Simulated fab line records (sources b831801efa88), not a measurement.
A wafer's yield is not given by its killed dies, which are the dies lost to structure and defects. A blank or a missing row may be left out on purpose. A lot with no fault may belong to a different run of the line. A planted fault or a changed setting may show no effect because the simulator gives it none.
fab line records	flow gf180mcu
record: lots: 5	wafers: 23
route steps=602 shown NSD@244 PSD@254 SAB@268 CONTACT@291 M1@319
start_h: hours from the record's opening day to when the first of the lot's shown wafers began	wait_h: hours elapsed since this lot's preceding step	" repeats the value in the row above	L1.1+2: a single row standing in for several wafers	- either no value or no given start	* or withheld: withheld	< > ~ a bound
route shown NAME@n: a module of which the file shows steps, and the number in the route of the first	usual: mean/standard deviation taken from wafers without a fault	same: alike in all rows	chamber/n: place in a boat	sites: per-site readings	_std_site: standard deviation across them	_edge_site: outer sites' mean less inner sites'	radius_mm: for every site, how far away it sits from the centre of the wafer	mask NAME#n: copy n	behind: the most recent tool/chamber to have shaped the wafer	hold: what put the lot on hold/how long, in hours/how the hold closed	device: the n, p or np transistor that did not switch	end of line: the route-end tests of the same wafers	a step without rows: its recipe alone	killed: the dies lost at the first sort to structure and to defects; this is not the yield of the wafer	map: dies across one wafer; x = killed, . = not, _ = none there
set.NAME: the setting as run; set.NAME@STEP: as run at that earlier step	model.NAME: the simulator's own value behind a step, which no gauge read
one table per step and one row per wafer, for lots whose settings were changed on purpose
== steps ==
step: GF_NSD_IMPLANT_09
recipe: species: As	energy_kev: 60	dose_cm2: 4e+15	tilt_deg: 7
lot.wafer	tool	chamber	start_h	wait_h	set.energy_kev	model.implant.rp_nm	model.implant.drp_nm
L074.1+3+5	implanter-03	0	290.82	0.0	56.71	34.45	15.47
L074.2+4	"	0	"	"	60	36.09	16.15
L076.1+3+5	implanter-04	0	313.92	0.0	60	37.05	16.15
L076.4+6	"	0	"	"	63.3	38.74	16.82
L079.1+4+5	implanter-02	0	329.72	0.0	60	36.31	16.15
L080.1+6	implanter-02	0	344.28	0.0	55.45	34.56	15.21
L080.2+3+5	"	0	"	"	60	36.89	16.15
L083.2+3+6	implanter-03	0	374.76	0.0	57.65	35.04	15.67
L083.4+5	"	0	"	"	60	36.23	16.15
step: GF_NSD_IMPLANT_10
recipe: species: P	energy_kev: 40	dose_cm2: 5e+14	tilt_deg: 7
step: GF_NSD_STRIP_11
recipe: chemistry: O2/N2	power_w: 1400	pressure_mtorr: 1500	platen_temp_c: 250	o2_flow_sccm: 3000	n2_flow_sccm: 311.5	overash_fraction: 0.5
usual: strip_time_to_endpoint_s: 22.95/0.036
lot.wafer	tool	chamber	start_h	wait_h	set.resist_thk_nm@NSD_COAT_02	set.energy_kev@NSD_IMPLANT_09	strip_time_to_endpoint_s
L074.1	plasma_asher-04	0	291.12	0.1	1056	56.71	23.14
L074.2	"	1	"	"	1000	60	22.93
L074.3	"	0	"	"	1000	56.71	22.52
L074.4	"	1	"	"	1056	60	23.54
L074.5	"	1	"	"	1056	56.71	23.14
L076.1	plasma_asher-02	0	314.22	0.1	984.4	60	22.83
L076.3	"	1	"	"	1000	60	22.95
L076.4	"	0	"	"	1000	63.3	23.39
L076.5	"	1	"	"	984.4	60	22.82
L076.6	"	0	"	"	1000	63.3	23.42
L079.1	plasma_asher-04	0	330.02	0.1	1000	60	22.93
L079.4	"	0	"	"	1000	60	22.89
L079.5	"	0	"	"	1000	60	22.97
L080.1	plasma_asher-04	0	344.58	0.1	1000	55.45	22.43
L080.2	"	1	"	"	947.4	60	22.39
L080.3	"	0	"	"	1000	60	23.01
L080.5	"	0	"	"	947.4	60	22.39
L080.6	"	1	"	"	947.4	55.45	21.82
L083.2	plasma_asher-02	1	375.03	0.1	948.1	57.65	22.02
L083.3	"	1	"	"	1000	57.65	22.69
L083.4	"	0	"	"	1000	60	22.94
L083.5	"	0	"	"	948.1	60	22.36
L083.6	"	1	"	"	1000	57.65	22.64
step: GF_NSD_TW_MEAS_12
usual: NSD_TW: 4266/27
lot.wafer	tool	chamber	start_h	wait_h	set.energy_kev@NSD_IMPLANT_09	NSD_TW
L074.1	film_metro-04	-	291.22	0.1	56.71	4221
L074.2	"	-	"	"	60	4281
L074.3	"	-	"	"	56.71	4212
L074.4	"	-	"	"	60	4286
L074.5	"	-	"	"	56.71	4232
L076.1	film_metro-01	-	314.32	0.1	60	4268
L076.3	"	-	"	"	60	4269
L076.4	"	-	"	"	63.3	4309
L076.5	"	-	"	"	60	4272
L076.6	"	-	"	"	63.3	4332
L079.1	film_metro-01	-	330.12	0.1	60	4258
L079.4	"	-	"	"	60	4249
L079.5	"	-	"	"	60	4274
L080.1	film_metro-04	-	344.68	0.1	55.45	4210
L080.2	"	-	"	"	60	4264
L080.3	"	-	"	"	60	4262
L080.5	"	-	"	"	60	4263
L080.6	"	-	"	"	55.45	4201
L083.2	film_metro-03	-	375.14	0.1	57.65	4174
L083.3	"	-	"	"	57.65	4193
L083.4	"	-	"	"	60	4243
L083.5	"	-	"	"	60	4210
L083.6	"	-	"	"	57.65	4195
step: GF_PSD_DEVELOP_06
recipe: develop_time_s: 60	dev_temp_c: 23
lot.wafer	tool	chamber	start_h	wait_h	set.dev_temp_c
L074.1+5	litho_track-02	0	309.78	0.1	23
L074.2+3+4	"	0	"	"	19.56
L076.1+5+6	litho_track-01	0	334.83	0.1	23
L076.3+4	"	0	"	"	26.43
L079.1+4+5	litho_track-02	0	351.23	0.1	23
L080.1+5+6	litho_track-02	0	365.63	0.1	24.95
L080.2+3	"	0	"	"	23
L083.2+4	litho_track-04	0	397.84	0.1	19.79
L083.3+5+6	"	0	"	"	23
step: GF_PSD_CD_MEAS_07
recipe: target_cd_nm: 400
usual: cd_nm: 399.9/2.2
lot.wafer	tool	chamber	start_h	wait_h	set.dev_temp_c@PSD_DEVELOP_06	cd_nm
L074.1	cd_sem-01	-	309.93	0.1	23	399.1
L074.2	"	-	"	"	19.56	412.1
L074.3	"	-	"	"	19.56	407.8
L074.4	"	-	"	"	19.56	409.7
L074.5	"	-	"	"	23	395.1
L076.1	cd_sem-02	-	334.98	0.1	23	403.2
L076.3	"	-	"	"	26.43	391.6
L076.4	"	-	"	"	26.43	392.0
L076.5	"	-	"	"	23	402.6
L076.6	"	-	"	"	23	403.5
L079.1	cd_sem-01	-	351.38	0.1	23	398.3
L079.4	"	-	"	"	23	398.0
L079.5	"	-	"	"	23	397.7
L080.1	cd_sem-02	-	365.78	0.1	24.95	394.0
L080.2	"	-	"	"	23	399.5
L080.3	"	-	"	"	23	400.2
L080.5	"	-	"	"	24.95	393.9
L080.6	"	-	"	"	24.95	392.8
L083.2	cd_sem-02	-	397.99	0.1	19.79	408.0
L083.3	"	-	"	"	23	400.4
L083.4	"	-	"	"	19.79	410.8
L083.5	"	-	"	"	23	399.4
L083.6	"	-	"	"	23	398.0
step: GF_PSD_IMPLANT_09
recipe: species: BF2	energy_kev: 40	dose_cm2: 1.5e+15	tilt_deg: 7
step: GF_PSD_CLEAN_12
recipe: chemistry: SC1/SC2	mix: 1:4:20	temp_c: 70	time_s: 150	dry: n2_spin
step: GF_PSD_RTA_13
recipe: temp_c: 1025	time_s: 20	ambient: N2
step: GF_PSD_RS_MEAS_14
recipe: thk_meas_gauge: four-point-probe
usual: NSD_RS: 46.13/0.096
lot.wafer	tool	chamber	start_h	wait_h	set.energy_kev@NSD_IMPLANT_09	NSD_RS[ohm/sq]
L074.1	film_metro-03	-	310.53	0.1	56.71	46.95
L074.2	"	-	"	"	60	46.06
L074.3	"	-	"	"	56.71	47.13
L074.4	"	-	"	"	60	46.14
L074.5	"	-	"	"	56.71	47.10
L076.1	film_metro-04	-	335.58	0.1	60	46.12
L076.3	"	-	"	"	60	46.05
L076.4	"	-	"	"	63.3	45.09
L076.5	"	-	"	"	60	46.11
L076.6	"	-	"	"	63.3	45.16
L079.1	film_metro-04	-	351.98	0.1	60	46.10
L079.4	"	-	"	"	60	46.16
L079.5	"	-	"	"	60	46.32
L080.1	film_metro-04	-	366.38	0.1	55.45	47.36
L080.2	"	-	"	"	60	46.03
L080.3	"	-	"	"	60	46.04
L080.5	"	-	"	"	60	45.97
L080.6	"	-	"	"	55.45	47.49
L083.2	film_metro-03	-	398.59	0.1	57.65	46.67
L083.3	"	-	"	"	57.65	46.64
L083.4	"	-	"	"	60	46.01
L083.5	"	-	"	"	60	45.97
L083.6	"	-	"	"	57.65	46.54
step: GF_SAB_COAT_04
recipe: resist: NOVOLAK	spin_rpm: 3000	resist_thk_nm: 1000
lot.wafer	tool	chamber	start_h	wait_h	set.resist_thk_nm	model.NOVOLAK_of_SAB_COAT_04.thk_nm
L074.1	litho_track-04	0	321.12	0.1	1046	1053
L074.2	"	0	"	"	1000	1005
L074.3	"	0	"	"	1046	1052
L074.4	"	0	"	"	1000	1004
L074.5	"	0	"	"	1000	1003
L076.1	litho_track-03	0	345.51	0.1	1000	1001
L076.3	"	0	"	"	978.7	977.8
L076.4	"	0	"	"	1000	1000
L076.5	"	0	"	"	1000	1002
L076.6	"	0	"	"	978.7	980.8
L079.1	litho_track-02	0	362.33	0.1	1000	1002
L079.4	"	0	"	"	1000	1005
L079.5	"	0	"	"	1000	1004
L080.1+3+5	litho_track-03	0	377.01	0.1	1000	1002
L080.2	"	0	"	"	1000	1004
L080.6	"	0	"	"	1000	1001
L083.2	litho_track-03	0	409.73	0.1	1000	1006
L083.3	"	0	"	"	982.7	987
L083.4	"	0	"	"	1000	1005
L083.5	"	0	"	"	982.7	987.8
L083.6	"	0	"	"	1000	1007
step: GF_SAB_EXPOSE_06
recipe: mask_id: SAB	target_cd_nm: 420	na: 0.6	source_shape: conventional	sigma_outer: 0.6	dose_mj: 140
lot.wafer	tool	chamber	start_h	wait_h	mask	set.dose_mj
L074.1+2	iline_stepper-01	0	-	-	SAB#0	130
L074.3+4+5	"	0	"	"	SAB#0	140
L076.1+3	iline_stepper-02	0	-	-	SAB#0	135.1
L076.4+5+6	"	0	"	"	SAB#0	140
L079.1+4+5	iline_stepper-02	0	-	-	SAB#0	140
L080.1+2+3	iline_stepper-01	0	-	-	SAB#0	140
L080.5+6	"	0	"	"	SAB#0	130.5
L083.2+5+6	iline_stepper-01	0	-	-	SAB#0	140
L083.3+4	"	0	"	"	SAB#0	145
step: GF_SAB_PEB_07
recipe: temp_c: withheld	time_s: *	resist: NOVOLAK
step: GF_SAB_DEVELOP_08
recipe: develop_time_s: 62.18	dev_temp_c: 23
lot.wafer	tool	chamber	start_h	wait_h	set.dose_mj@SAB_EXPOSE_06	model.SAB.cd_nm
L074.1	litho_track-04	0	331.17	0.1	130	446.8
L074.2	"	0	"	"	130	444.1
L074.3	"	0	"	"	140	426.6
L074.4	"	0	"	"	140	423.8
L074.5	"	0	"	"	140	422.1
L076.1	litho_track-02	0	356.88	0.1	135.1	433.1
L076.3	"	0	"	"	135.1	432.7
L076.4	"	0	"	"	140	423.5
L076.5	"	0	"	"	140	426.3
L076.6	"	0	"	"	140	421.5
L079.1	litho_track-04	0	372.72	0.1	140	419.6
L079.4	"	0	"	"	140	421.3
L079.5	"	0	"	"	140	420.6
L080.1	litho_track-04	0	388.17	0.1	140	418.2
L080.2	"	0	"	"	140	417.8
L080.3	"	0	"	"	140	417.9
L080.5	"	0	"	"	130.5	437.2
L080.6	"	0	"	"	130.5	437.4
L083.2	litho_track-04	0	421.84	0.1	140	423
L083.3	"	0	"	"	145	410.5
L083.4	"	0	"	"	145	412.5
L083.5	"	0	"	"	140	422.2
L083.6	"	0	"	"	140	422.8
step: GF_SAB_CD_MEAS_09
recipe: target_cd_nm: 420
usual: cd_nm: 420.5/2.5
lot.wafer	tool	chamber	start_h	wait_h	set.dose_mj@SAB_EXPOSE_06	cd_nm
L074.1	cd_sem-01	-	331.32	0.1	130	446.9
L074.2	"	-	"	"	130	444.3
L074.3	"	-	"	"	140	426.6
L074.4	"	-	"	"	140	424.0
L074.5	"	-	"	"	140	422.1
L076.1	cd_sem-01	-	357.03	0.1	135.1	433.1
L076.3	"	-	"	"	135.1	432.5
L076.4	"	-	"	"	140	423.7
L076.5	"	-	"	"	140	426.5
L076.6	"	-	"	"	140	421.0
L079.1	cd_sem-01	-	372.87	0.1	140	420.0
L079.4	"	-	"	"	140	421.4
L079.5	"	-	"	"	140	420.4
L080.1	cd_sem-02	-	388.32	0.1	140	418.1
L080.2	"	-	"	"	140	417.8
L080.3	"	-	"	"	140	417.7
L080.5	"	-	"	"	130.5	437.6
L080.6	"	-	"	"	130.5	437.7
L083.2	cd_sem-01	-	421.99	0.1	140	422.9
L083.3	"	-	"	"	145	410.3
L083.4	"	-	"	"	145	412.0
L083.5	"	-	"	"	140	422.2
L083.6	"	-	"	"	140	423.0
step: GF_SAB_ETCH_11
recipe: chemistry: C4F8/O2/Ar	mask_material: NOVOLAK	target: SiO2	target_depth_nm: 55	source_w: 1500	bias_w: 1200	pressure_mtorr: 40	c4f8_flow_sccm: withheld	O2_flow_sccm: 6	Ar_flow_sccm: 300	time_s: 8.5
step: GF_SAB_WET_ETCH_12
recipe: chemistry: dHF	target_depth_nm: 22	dry: n2_spin	target: SiO2	temp_c: 25	dilution: 100:1	time_s: 440
step: GF_SAB_STRIP_13
recipe: chemistry: O2/N2	power_w: 1400	pressure_mtorr: 1500	platen_temp_c: 250	o2_flow_sccm: 3000	n2_flow_sccm: 300	overash_fraction: 0.5
usual: strip_time_to_endpoint_s: 12.61/0.046
lot.wafer	tool	chamber	start_h	wait_h	set.resist_thk_nm@SAB_COAT_04	strip_time_to_endpoint_s
L074.1	plasma_asher-03	1	331.63	0.0	1046	13.16
L074.2	"	0	"	"	1000	12.66
L074.3	"	1	"	"	1046	13.16
L074.4	"	0	"	"	1000	12.66
L074.5	"	1	"	"	1000	12.64
L076.1	plasma_asher-03	1	357.33	0.0	1000	12.63
L076.3	"	0	"	"	978.7	12.36
L076.4	"	1	"	"	1000	12.62
L076.5	"	1	"	"	1000	12.62
L076.6	"	0	"	"	978.7	12.38
L079.1	plasma_asher-04	1	373.17	0.0	1000	12.64
L079.4	"	1	"	"	1000	12.65
L079.5	"	1	"	"	1000	12.67
L080.1	plasma_asher-03	1	388.67	0.0	1000	12.63
L080.2	"	0	"	"	1000	12.67
L080.3	"	1	"	"	1000	12.64
L080.5	"	1	"	"	1000	12.62
L080.6	"	0	"	"	1000	12.63
L083.2	plasma_asher-01	1	422.27	0.0	1000	12.68
L083.3	"	0	"	"	982.7	12.45
L083.4	"	1	"	"	1000	12.66
L083.5	"	1	"	"	982.7	12.47
L083.6	"	0	"	"	1000	12.68
step: GF_CONTACT_CMP_04
recipe: material: SiO2	down_force_psi: 4	platen_rpm: 60	pad_velocity_m_s: 0.94248
lot.wafer	tool	chamber	start_h	wait_h	set.leave_above_ref_nm	model.SiO2_of_CONTACT_CVD_02.thk_nm
L074.3	cmp-02	0	332.57	0.0	560	558.4
L074.2	"	1	"	"	560	559.6
L074.1	"	2	"	"	560	560.2
L074.4	"	3	"	"	560	557.8
L074.5	"	1	"	"	560	560.1
L076.3	cmp-01	3	358.29	0.0	586.3	585.6
L076.4	"	0	"	"	586.3	586.1
L076.1	"	1	"	"	560	558.9
L076.6	"	3	"	"	560	558.1
L076.5	"	0	"	"	586.3	585.7
L079.4	cmp-02	2	374.26	0.0	560	559.8
L079.1	"	3	"	"	560	558.9
L079.5	"	2	"	"	560	559.7
L080.3	cmp-02	3	389.66	0.0	587.3	587.3
L080.2	"	1	"	"	587.3	585.9
L080.1	"	2	"	"	560	560
L080.6	"	3	"	"	587.3	586.1
L080.5	"	0	"	"	560	558.5
L083.3	cmp-02	3	423.22	0.0	542.4	541.5
L083.4	"	0	"	"	542.4	541.9
L083.2	"	2	"	"	560	560
L083.5	"	3	"	"	542.4	543.2
L083.6	"	0	"	"	560	559.5
step: GF_CONTACT_EXPOSE_11
recipe: mask_id: Contact	target_cd_nm: 220	na: 0.68	source_shape: conventional	sigma_outer: 0.6	dose_mj: 38
lot.wafer	tool	chamber	start_h	wait_h	mask	set.dose_mj
L074.1+2+3+4+5	krf_scanner-02	0	-	-	Contact#0	38
L076.1+4	krf_scanner-01	0	-	-	Contact#0	38
L076.3+5+6	"	0	"	"	Contact#0	36.98
L079.1+4+5	krf_scanner-01	0	-	-	Contact#0	38
L080.1+3+5	krf_scanner-01	0	-	-	Contact#0	38
L080.2+6	"	0	"	"	Contact#0	39.83
L083.2+3+6	krf_scanner-01	0	-	-	Contact#0	38
L083.4+5	"	0	"	"	Contact#0	40.1
step: GF_CONTACT_PEB_12
recipe: peb_temp_c: 135	peb_time_s: 90	resist: KrF
step: GF_CONTACT_DEVELOP_13
recipe: develop_time_s: 60	resist: KrF	dev_temp_c: 21
step: GF_CONTACT_CD_MEAS_14
recipe: target_cd_nm: 220
usual: cd_nm: 219.6/1.5
lot.wafer	tool	chamber	start_h	wait_h	set.dose_mj@CONTACT_EXPOSE_11	cd_nm
L074.1	cd_sem-01	-	354.72	0.1	38	222.6
L074.2	"	-	"	"	38	221.2
L074.3	"	-	"	"	38	220.0
L074.4	"	-	"	"	38	221.5
L074.5	"	-	"	"	38	221.4
L076.1	cd_sem-01	-	379.42	0.1	38	218.6
L076.3	"	-	"	"	36.98	213.6
L076.4	"	-	"	"	38	218.7
L076.5	"	-	"	"	36.98	214.3
L076.6	"	-	"	"	36.98	212.9
L079.1	cd_sem-01	-	397.07	0.1	38	218.4
L079.4	"	-	"	"	38	218.0
L079.5	"	-	"	"	38	218.7
L080.1	cd_sem-02	-	411.47	0.1	38	220.3
L080.2	"	-	"	"	39.83	227.1
L080.3	"	-	"	"	38	221.2
L080.5	"	-	"	"	38	222.7
L080.6	"	-	"	"	39.83	228.7
L083.2	cd_sem-02	-	448.54	0.1	38	219.4
L083.3	"	-	"	"	38	219.1
L083.4	"	-	"	"	40.1	228.1
L083.5	"	-	"	"	40.1	226.5
L083.6	"	-	"	"	38	218.5
step: GF_CONTACT_ETCH_16
recipe: chemistry: N2/H2	target_depth_a: withheld	overetch_a: withheld	time_s: withheld	target: BARC	ion_energy_ev: 200	source_w: 500	bias_w: 100	pressure_mtorr: 30	n2_flow_sccm: 100	h2_flow_sccm: 200
lot.wafer	tool	chamber	start_h	wait_h	set.bias_w	set.dose_mj@CONTACT_EXPOSE_11	model.CONTACT.cd_nm
L074.1	rie_diel-01	2	354.87	0.0	100	38	222.1
L074.2+4	"	0,3	"	"	109.9	38	221.8
L074.3	"	3	"	"	100	38	220
L074.5	"	2	"	"	100	38	221.5
L076.1	rie_diel-03	2	379.57	0.0	109.1	38	218.4
L076.3	"	3	"	"	100	36.98	213.8
L076.4	"	0	"	"	100	38	218.6
L076.5	"	0	"	"	109.1	36.98	214.1
L076.6	"	1	"	"	109.1	36.98	213.2
L079.1	rie_diel-03	0	397.22	0.0	100	38	218.6
L079.4	"	2	"	"	100	38	217.8
L079.5	"	1	"	"	100	38	219.1
L080.1	rie_diel-01	0	411.62	0.0	100	38	220.7
L080.2	"	1	"	"	100	39.83	227.4
L080.3	"	2	"	"	111.5	38	220.6
L080.5	"	0	"	"	100	38	222.7
L080.6	"	1	"	"	111.5	39.83	228.5
L083.2	rie_diel-04	2	448.67	0.0	106.1	38	218.9
L083.3	"	0	"	"	100	38	220.2
L083.4	"	0	"	"	106.1	40.1	228.9
L083.5	"	3	"	"	100	40.1	227.3
L083.6	"	2	"	"	100	38	218.5
step: GF_CONTACT_ETCH_17
recipe: chemistry: C4F8/O2/Ar	mask_material: KrF	target: SiO2	stop_on: CoSi2	source_w: 1500	bias_w: 1200	pressure_mtorr: 40	c4f8_flow_sccm: withheld	O2_flow_sccm: 6	Ar_flow_sccm: 300	time_s: withheld	target_depth_a: 8600
lot.wafer	tool	chamber	start_h	wait_h	set.leave_above_ref_nm@CONTACT_CMP_04	set.dose_mj@CONTACT_EXPOSE_11	model.CONTACT.feature_depth_nm	model.CONTACT.cd_nm
L074.1	rie_diel-01	2	-	-	560	38	865	222.3
L074.2	"	0	"	"	560	38	862.2	221.5
L074.3	"	3	"	"	560	38	860.2	219.7
L074.4	"	3	"	"	560	38	860.1	221.6
L074.5	"	2	"	"	560	38	861.4	220.7
L076.1	rie_diel-03	2	-	-	560	38	860.3	218
L076.3	"	3	"	"	586.3	36.98	886.5	214.1
L076.4	"	0	"	"	586.3	38	888	217.9
L076.5	"	0	"	"	586.3	36.98	888.3	214
L076.6	"	1	"	"	560	36.98	859.1	213.1
L079.1	rie_diel-03	0	-	-	560	38	851.8	217.4
L079.4	"	2	"	"	560	38	854.9	217.1
L079.5	"	1	"	"	560	38	852.1	218.4
L080.1	rie_diel-01	0	-	-	560	38	853.8	220.6
L080.2	"	1	"	"	587.3	39.83	885	227.7
L080.3	"	2	"	"	587.3	38	885.9	220.5
L080.5	"	0	"	"	560	38	855.7	222.3
L080.6	"	1	"	"	587.3	39.83	881.7	228.9
L083.2	rie_diel-04	2	-	-	560	38	860.8	218.7
L083.3	"	0	"	"	542.4	38	842.1	220.5
L083.4	"	0	"	"	542.4	40.1	844.6	229.2
L083.5	"	3	"	"	542.4	40.1	842.5	227.5
L083.6	"	2	"	"	560	38	856.3	218.4
step: GF_CONTACT_CMP_27
recipe: stop_on: SiO2	down_force_psi: 3.5	platen_rpm: 60	t_overpolish_s: 15	target_thk_nm: 0	pad_velocity_m_s: 0.94248
usual: overpolish_run_s: 15.003/0.0088
lot.wafer	tool	chamber	start_h	wait_h	set.t_overpolish_s	overpolish_run_s
L074.4	cmp-01	1	355.71	0.0	10.56	10.572
L074.1	"	2	"	"	10.56	10.566
L074.2	"	3	"	"	15	14.992
L074.3	"	0	"	"	15	15.019
L074.5	"	1	"	"	10.56	10.566
L076.1	cmp-01	3	380.41	0.1	13.7	13.715
L076.3	"	1	"	"	13.7	13.701
L076.4	"	2	"	"	15	15.018
L076.5	"	3	"	"	13.7	13.699
L076.6	"	0	"	"	15	15.010
L079.1	cmp-01	0	398.06	0.1	15	14.995
L079.4	"	3	"	"	15	15.006
L079.5	"	1	"	"	15	14.994
L080.2	cmp-02	1	412.46	0.0	15	15.015
L080.3	"	3	"	"	18.09	18.089
L080.1	"	0	"	"	15	15.004
L080.6	"	1	"	"	18.09	18.092
L080.5	"	2	"	"	18.09	18.085
L083.4	cmp-02	3	449.72	0.2	15	14.994
L083.3	"	0	"	"	16.9	16.910
L083.2	"	1	"	"	16.9	16.920
L083.6	"	3	"	"	15	15.017
L083.5	"	0	"	"	15	15.003
step: GF_M1_SPUTTER_04
recipe: material: TiN	target_thk_nm: 50	power_w: 6500	time_s: 41.7	chamber_pressure_pa: 0.4
lot.wafer	tool	chamber	start_h	wait_h	set.time_s	model.TiN_of_M1_SPUTTER_04.thk_nm
L074.1	pvd_sputter-03	-	356.19	0.0	44.75	53.28
L074.2	"	-	"	"	44.75	52.98
L074.3	"	-	"	"	41.7	49.7
L074.4	"	-	"	"	44.75	52.83
L074.5	"	-	"	"	41.7	49.6
L076.1	pvd_sputter-01	-	380.89	0.0	47.29	56.44
L076.3	"	-	"	"	47.29	56.68
L076.4	"	-	"	"	41.7	49.76
L076.5	"	-	"	"	41.7	49.95
L076.6	"	-	"	"	41.7	50.45
L079.1	pvd_sputter-04	-	398.54	0.0	41.7	48.79
L079.4	"	-	"	"	41.7	48.45
L079.5	"	-	"	"	41.7	49
L080.1	pvd_sputter-03	-	412.94	0.0	47.87	57.81
L080.2	"	-	"	"	41.7	50.5
L080.3	"	-	"	"	47.87	57.64
L080.5	"	-	"	"	41.7	50.06
L080.6	"	-	"	"	41.7	50.56
L083.2+6	pvd_sputter-01	-	450.21	0.0	41.7	50.7
L083.3	"	-	"	"	41.7	51.43
L083.4	"	-	"	"	41.7	50.6
L083.5	"	-	"	"	41.7	50.72
== key ==
split: step: GF_NSD_IMPLANT_09	setting: energy_kev	stated: 60	by: wafer
response: step: GF_NSD_IMPLANT_09	reading: model.implant.rp_nm	change: +0.305	per: 1%	r: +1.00
response: step: GF_NSD_IMPLANT_09	reading: model.implant.drp_nm	change: +0.124	per: 1%	r: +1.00
response: step: GF_NSD_TW_MEAS_12	reading: NSD_TW	change: +9.06	per: 1%	r: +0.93
response: step: GF_PSD_RS_MEAS_14	reading: NSD_RS	change: -0.178	per: 1%	r: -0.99
response: step: GF_NSD_STRIP_11	reading: strip_time_to_endpoint_s	slope: *	per: 1%	together_with: resist_thk_nm@NSD_COAT_02	explained: 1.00
split: step: GF_PSD_DEVELOP_06	setting: dev_temp_c	stated: 23	by: wafer
response: step: GF_PSD_CD_MEAS_07	reading: cd_nm	change: -0.777	per: 1%	r: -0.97
split: step: GF_SAB_COAT_04	setting: resist_thk_nm	stated: 1000	by: wafer
response: step: GF_SAB_COAT_04	reading: model.NOVOLAK_of_SAB_COAT_04.thk_nm	change: +10.6	per: 1%	r: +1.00
response: step: GF_SAB_STRIP_13	reading: strip_time_to_endpoint_s	change: *	per: 1%	r: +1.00
split: step: GF_SAB_EXPOSE_06	setting: dose_mj	stated: 140	by: wafer
response: step: GF_SAB_DEVELOP_08	reading: model.SAB.cd_nm	change: -2.91	per: 1%	r: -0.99
response: step: GF_SAB_CD_MEAS_09	reading: cd_nm	change: -2.95	per: 1%	r: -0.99
split: step: GF_CONTACT_CMP_04	setting: leave_above_ref_nm	stated: 560	by: wafer
response: step: GF_CONTACT_CMP_04	reading: model.SiO2_of_CONTACT_CVD_02.thk_nm	change: +5.67	per: 1%	r: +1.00
response: step: GF_CONTACT_ETCH_17	reading: model.CONTACT.feature_depth_nm	change: +5.8	per: 1%	r: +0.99
split: step: GF_CONTACT_EXPOSE_11	setting: dose_mj	stated: 38	by: wafer
response: step: GF_CONTACT_CD_MEAS_14	reading: cd_nm	change: +1.49	per: 1%	r: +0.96
response: step: GF_CONTACT_ETCH_16	reading: model.CONTACT.cd_nm	change: +1.54	per: 1%	r: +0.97
response: step: GF_CONTACT_ETCH_17	reading: model.CONTACT.cd_nm	change: +1.58	per: 1%	r: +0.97
split: step: GF_CONTACT_ETCH_16	setting: bias_w	stated: 100	by: wafer
response none clear
split: step: GF_CONTACT_CMP_27	setting: t_overpolish_s	stated: 15	by: wafer
response: step: GF_CONTACT_CMP_27	reading: overpolish_run_s	change: +0.15	per: 1%	r: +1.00
split: step: GF_M1_SPUTTER_04	setting: time_s	stated: 41.7	by: wafer
response: step: GF_M1_SPUTTER_04	reading: model.TiN_of_M1_SPUTTER_04.thk_nm	change: +0.488	per: 1%	r: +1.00
split outside_this_file step=GF_NSD_COAT_02 setting=resist_thk_nm
split outside_this_file: this setting was split too, and the file shows its column; the key of that split is in another file
